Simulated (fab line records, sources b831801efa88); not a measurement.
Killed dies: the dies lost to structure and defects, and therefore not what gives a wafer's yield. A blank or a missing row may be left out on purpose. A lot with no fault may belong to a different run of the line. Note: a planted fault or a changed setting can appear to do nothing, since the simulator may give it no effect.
Matching of chambers ; flow gf180mcu ; 3 sister chambers for GF_MIM_CVD_05 on pecvd-03
The step deposits Si3N4, target thk 42 nm, time 29.086 s. 20 wafers are shown with their chamber, then 10 later ones without.

WAFERS, EACH WITH ITS CHAMBER
wafer;chamber;heater_power_w (W)
L074.1;1;652
L074.3;0;792
L074.5;0;790
L076.1;0;748
L076.2;1;576
L076.3;2;649
L077.4;2;649
L077.5;1;702
L077.6;0;855
L078.1;1;666
L078.2;2;566
L078.5;0;717
L081.1;2;645
L081.2;1;706
L081.4;2;669
L082.1;0;861
L082.4;2;625
L082.5;1;661
L084.2;1;645
L084.5;2;633

SIGNATURES (means of the wafers above)
reading;chamber 0;chamber 1;chamber 2;scatter within a chamber
heater_power_w;793.83;658.29;633.71;44.7
Rule: for each reading, subtract the chamber's mean from the wafer's reading, divide by that reading's scatter and square the result; add these up over the readings and take the root, which gives the wafer's distance from the chamber. The wafer belongs to the nearest chamber; if the next one is less than 2 further off, it can't be placed. The scatter: the root of (the sum of the squares of (reading less its chamber's mean) over the shown wafers, divided by (wafers less chambers)).

WAFERS WITHOUT THEIR CHAMBER
wafer;heater_power_w (W)
L084.6;644
L086.4;813
L086.5;602
L086.6;679
L088.1;567
L088.4;656
L088.5;752
L095.1;664
L095.5;652
L095.6;612

CHAMBER TAKEN BY EACH
wafer;from the rows above;in truth
L084.6;can't be placed: 2 or 1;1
L086.4;0;0
L086.5;can't be placed: 2 or 1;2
L086.6;can't be placed: 1 or 2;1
L088.1;can't be placed: 2 or 1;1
L088.4;can't be placed: 1 or 2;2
L088.5;can't be placed: 0 or 1 or 2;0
L095.1;can't be placed: 1 or 2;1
L095.5;can't be placed: 1 or 2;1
L095.6;can't be placed: 2 or 1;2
Placed correctly: 1 of 10. Not placeable from these rows: 9 (in 9, the candidates include the true chamber). Number placed wrongly: 0.
